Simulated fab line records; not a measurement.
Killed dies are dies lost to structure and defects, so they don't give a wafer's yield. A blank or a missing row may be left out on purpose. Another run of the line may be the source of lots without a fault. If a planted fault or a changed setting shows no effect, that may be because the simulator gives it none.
2 desks looking at one fault :: flow gf180mcu :: every desk sees just its own numbers, and what lay behind them comes last

## AT THE METROLOGY DESK
What the gauges read for every lot (on any tool): the sampled wafers with a number, averaged. Marked OUT: a lot whose mean sits more than 4 standard deviations from the usual mean, which makes it out of limits; the brackets give that distance.
Columns: A = V3_W_RS at GF_V3_RS_MEAS_24, usual 0.317 ohm/sq; B = V3_W_THK at GF_V3_THK_MEAS_25, usual 371 nm
lot: L444
first seen here: day 23 12:33
A: 0.316
B: 374

lot: L446
first seen here: day 24 04:27
A: 0.320
B: 364

lot: L453
first seen here: day 26 22:48
A: 0.318
B: 370

lot: L454
first seen here: day 27 03:58
A: 0.318
B: 368

lot: L459
first seen here: day 28 12:56
A: 0.324
B: 368

lot: L464
first seen here: day 30 00:09
A: 0.314
B: 371
This desk's verdict: no lot among the 6 shows anything out of limits.

## FOR THE TOOL OWNER'S DESK: pvd sputter-04
The tool's own readings at GF_M4_SPUTTER_03 (material Ti, target thk 10 nm, time 6.7 s): means of the sampled wafers that have a number, for each lot that ran on this tool. Marked OUT: a lot whose mean sits more than 4 standard deviations from the usual mean, which makes it out of limits; the brackets give that distance.
Columns: A = cathode dc power W at GF_M4_SPUTTER_03, usual 3000.0 W; B = throttle valve pct at GF_M4_SPUTTER_03, usual 30.0 %
lot: L444
first seen here: day 23 13:11
A: 3000.4
B: 30.2

lot: L453
first seen here: day 26 23:26
A: 3083.7 (+99 or more) OUT
B: 30.3

lot: L454
first seen here: day 27 04:37
A: 3083.1 (+99 or more) OUT
B: 30.2

lot: L464
first seen here: day 30 00:46
A: 2999.5
B: 30.5
This desk finds L453, L454 out of limits, L453 being first, at day 26 23:26 (cathode dc power W at GF_M4_SPUTTER_03). L444, L464 stayed within limits.

## ALL TOGETHER
On L453, L454, at day 26 23:26, an alarm was possible from the tool owner's desk.
From the metrology desk's view, nothing was out of limits.
The metrology desk has L453, L454 on record, within its limits.
Every lot named ran GF_M4_SPUTTER_03 on pvd sputter-04.

## WHAT HAD BEEN PUT IN BY THE SIMULATOR
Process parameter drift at GF_M4_SPUTTER_03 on pvd sputter-04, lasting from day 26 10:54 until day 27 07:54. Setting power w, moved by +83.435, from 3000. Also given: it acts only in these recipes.
Struck lots among those shown: L453, L454.
Time in hours from fault onset to the first out-of-limits reading at each desk: the tool owner's desk, 13.
